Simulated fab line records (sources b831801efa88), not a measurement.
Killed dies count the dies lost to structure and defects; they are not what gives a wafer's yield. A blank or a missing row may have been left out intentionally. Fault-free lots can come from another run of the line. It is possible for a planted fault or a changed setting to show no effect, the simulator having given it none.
Problem report in the 8D (eight disciplines) form, filled by code	flow sky130	the parts of the form that need people (team, actions taken, sign-off) are left out

## 1. THE ISSUE
Mean LI_CONTACT_HDPCVD_THK at SKY_LI_CONTACT_THK_MEAS_01: 1560 nm over 4 wafers in 2 lots; fault-free wafers: 925 nm, standard deviation 10. That is +63 standard deviations from the usual mean.
Seen first at day 33 16:26 on film-metro-01, wafer L102.3. Wafers with a number at this step in the record: 33, from 11 lots. Rule for "out" (also "out of limits"): further than 4 standard deviations from the usual mean. Any other wafer with a number is counted as sound.

## 2. WHAT IT IS AND WHAT IT IS NOT
question	is	is not
which readings at this step	LI_CONTACT_HDPCVD_THK	-
which lots	L102, L103	L100, L101, L987, L988, L990, L991, L992, L994, L996
which wafers of those lots	L102.3, L102.4, L103.3, L103.4	L102.5, L103.2
read on which gauges	film-metro-01, film-metro-04	film-metro-02
when	from day 33 16:26	up to then (28 sound wafers); but 1 sound wafer of L103 came after

## 3. SUSPECTS, AND WHAT RULES EACH OUT
Counting: any tool at a process step up to the reading remains a suspect provided it ran every lot that is out. Sound lots after the first of them don't rule it out here, since some wafers of a struck lot are sound.
- the gauge at SKY_LI_CONTACT_THK_MEAS_01 has been ruled out. 2 gauges (film-metro-01, film-metro-04) read the wafers that are out.
- hdpcvd-02 at SKY_LI_CONTACT_HDPCVD_00 (deposits PSG, target thk 930 nm, time 155 s): kept. Ran every lot that is out, first one L102 (day 33 16:19); last sound lot up to then L101 (day 33 11:38).
The count leaves hdpcvd-02 at SKY_LI_CONTACT_HDPCVD_00.

## 4. THE CAUSE (what the simulator had put in)
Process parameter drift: hdpcvd-02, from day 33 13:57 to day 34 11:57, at SKY_LI_CONTACT_HDPCVD_00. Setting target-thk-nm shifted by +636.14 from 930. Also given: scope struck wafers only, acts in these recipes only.
This tool alone remained once counting was done.

## 5. SEQUENCE OF EFFECTS, ordered by route
Each row: a reading whose mean over the struck wafers that have a number lies more than 3 standard deviations from the usual. Only readings for which the record gives a usual standard deviation are gone through. hours: the time from each lot's start at the first step in this table that gives one to its start at this step, as a median over the lots. sigmas: the change in usual standard deviations.
hours	step	reading	usual	on struck wafers	change	sigmas
0	SKY_LI_CONTACT_THK_MEAS_01	LI_CONTACT_HDPCVD_THK	925 nm	1560	+635	+63
0	SKY_LI_CONTACT_CMP_02	time-to-endpoint-s	31.2 s	89.7	+58.5	+25
Its process steps:
- SKY_LI_CONTACT_CMP_02: polishes PSG.

## 6. WHAT WOULD HAVE CAUGHT IT SOONER
2 hours passed between the start of the fault at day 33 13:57 and the first reading out of limits at a measuring or inspecting step in this record, taken at day 33 16:26.
Of the tool readings at SKY_LI_CONTACT_HDPCVD_00 for which the record gives a usual standard deviation, none was out on any struck wafer, so an alarm limit of 4 standard deviations on them would not have fired.
Lots out: 2; of these, L103 started SKY_LI_CONTACT_HDPCVD_00 on hdpcvd-02 after day 33 16:26. It would have been spared by a hold on the tool at that moment.
